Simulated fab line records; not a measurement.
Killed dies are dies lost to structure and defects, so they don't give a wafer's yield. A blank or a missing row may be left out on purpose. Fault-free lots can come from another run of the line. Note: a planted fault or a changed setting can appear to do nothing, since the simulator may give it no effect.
Which tool did it?	flow gf180mcu	15 lots with 45 wafers sampled at 4 steps, on a route of 602 steps

## WHAT THE GAUGES SHOWED, per wafer
GF_MIM_RS_MEAS_10: uses a four-point probe to measure. Usual: MIM_ALCU_RS typically reads 0.1592 ohm/sq, with standard deviation 0.0018.
lot	measured	on	MIM_ALCU_RS (ohm/sq)	flag
L511	day 24 09:59	film metro-01	0.1602 0.1617 0.1601	
L512	day 24 20:22	film metro-01	0.1579 0.1599 0.1604	
L513	day 25 08:07	film metro-03	0.1583 0.1614 0.1594	
L514	day 25 12:13	film metro-03	0.1589 0.1611 0.1583	
L515	day 25 23:48	film metro-01	0.1604 0.1594 0.1610	
L520	day 27 16:47	film metro-01	0.1603 0.1602 0.1612	
L521	day 28 04:04	film metro-01	0.1573 0.1561 0.1575	
L523	day 28 13:17	film metro-04	0.1595 0.1592 0.1605	
L525	day 29 05:56	film metro-04	0.1586 0.1595 0.1578	
L527	day 29 14:44	film metro-03	0.1572 0.1574 0.1554	
L528	day 29 20:58	film metro-03	0.1577 0.1577 0.1583	
L529	day 30 05:07	film metro-03	0.1622 0.1614 0.1607	
L531	day 30 18:55	film metro-03	0.1567 0.1562 0.1582	
L533	day 31 04:13	film metro-01	0.1579 0.1600 0.1576	
L534	day 31 10:25	film metro-01	0.1608 0.1607 0.1616	

GF_V5_THK_MEAS_01. Usual: V5_CVD_00_THK typically reads 300 nm, with standard deviation 3.
lot	measured	on	V5_CVD_00_THK (nm)	flag
L511	day 26 06:27	film metro-01	302 309 301	
L512	day 26 16:09	film metro-04	298 302 298	
L513	day 27 03:06	film metro-02	303 300 299	
L514	day 27 06:39	film metro-04	305 309 303	
L515	day 27 18:19	film metro-04	298 297 300	
L525	day 30 20:34	film metro-02	303 299 304	
L527	day 31 03:13	film metro-02	301 300 305	
L528	day 31 09:43	film metro-04	301 303 303	
L529	day 31 17:45	film metro-04	300 300 299	
L531	day 32 06:49	film metro-04	303 302 303	
L533	day 32 16:13	film metro-01	299 302 301	
L534	day 32 21:49	film metro-01	299 300 303	

## TOOL THAT RAN EACH LOT (tool first, then ch and the chambers of the sampled wafers, then the start)
lot	GF_MIM_SPUTTER_02	GF_M5_DEVELOP_06
L511	pvd sputter-02, day 24 09:41	litho track-04 ch 0, day 26 05:23
L512	pvd sputter-02, day 24 20:05	litho track-03 ch 0, day 26 15:07
L513	pvd sputter-02, day 25 07:50	litho track-01 ch 0, day 27 02:01
L514	pvd sputter-03, day 25 11:55	litho track-01 ch 0, day 27 05:32
L515	pvd sputter-02, day 25 23:31	litho track-01 ch 0, day 27 17:16
L520	pvd sputter-03, day 27 16:30	litho track-04, day 29 07:19
L521	pvd sputter-03, day 28 03:46	litho track-01, day 29 18:11
L523	pvd sputter-03, day 28 13:00	litho track-03, day 30 03:52
L525	pvd sputter-04, day 29 05:38	litho track-01 ch 0, day 30 19:31
L527	pvd sputter-03, day 29 14:28	litho track-01 ch 0, day 31 02:10
L528	pvd sputter-03, day 29 20:40	litho track-04 ch 0, day 31 08:41
L529	pvd sputter-04, day 30 04:49	litho track-03 ch 0, day 31 16:44
L531	pvd sputter-04, day 30 18:37	litho track-01 ch 0, day 32 05:47
L533	pvd sputter-03, day 31 03:54	litho track-03 ch 0, day 32 15:02
L534	pvd sputter-03, day 31 10:08	litho track-01 ch 0, day 32 20:40
- GF_MIM_SPUTTER_02: material AlCu, target thk 450 nm, time 23.9 s.
- GF_M5_DEVELOP_06: develop time 60 s.

## WHAT THE TOOLS THEMSELVES READ (means of the sampled wafers that have a number; where no wafer has one, the mark that the record gives instead)
GF_MIM_SPUTTER_02. Usual: throttle valve pct at 29.6 %, with a standard deviation of 0.94.
lot	tool	throttle valve pct (%)	flag
L511	pvd sputter-02	29.0	
L512	pvd sputter-02	29.2	
L513	pvd sputter-02	29.7	
L514	pvd sputter-03	29.5	
L515	pvd sputter-02	29.0	
L520	pvd sputter-03	30.5	
L521	pvd sputter-03	31.0	
L523	pvd sputter-03	28.5	
L525	pvd sputter-04	29.8	
L527	pvd sputter-03	30.4	
L528	pvd sputter-03	29.3	
L529	pvd sputter-04	29.6	
L531	pvd sputter-04	29.5	
L533	pvd sputter-03	29.5	
L534	pvd sputter-03	30.4	

GF_M5_DEVELOP_06. Usual: chill plate temp C at 23.03 C, with a standard deviation of 0.1.
lot	tool	chill plate temp C (C)	flag
L511	litho track-04	23.07	
L512	litho track-03	23.12	
L513	litho track-01	23.09	
L514	litho track-01	23.07	
L515	litho track-01	23.14	
L520	litho track-04	-	OFF
L521	litho track-01	-	OFF
L523	litho track-03	-	OFF
L525	litho track-01	23.03	
L527	litho track-01	22.94	
L528	litho track-04	23.19	
L529	litho track-03	23.01	
L531	litho track-01	22.99	
L533	litho track-03	22.91	
L534	litho track-01	23.05	

## THE ANSWER, worked out from the rows above alone
Rule: a lot counts as off when the mean over its wafers that have a number is more than 3 standard deviations away from the usual mean. A lot without any number at a reading at which 4 lots or more have one is off too. Where the step has rows for the other lots, those lots are counted as sound. The gauges are gone through in route order, then the tools' own readings, and for those a lot's mean is taken as printed above. At the first step where some lot is off, the reading lying furthest off is the one used; lots without a number count as furthest.
Off: L520, L521, L523 (GF_M5_DEVELOP_06, chill plate temp C). Without a number there: L520, L521, L523.
If a tool, at that step or one of the process steps before it, ran each lot that is off and ran no sound lot following the first of them, it fits. Not one of the candidates tried fits.

## WHAT HAD BEEN PUT IN BY THE SIMULATOR
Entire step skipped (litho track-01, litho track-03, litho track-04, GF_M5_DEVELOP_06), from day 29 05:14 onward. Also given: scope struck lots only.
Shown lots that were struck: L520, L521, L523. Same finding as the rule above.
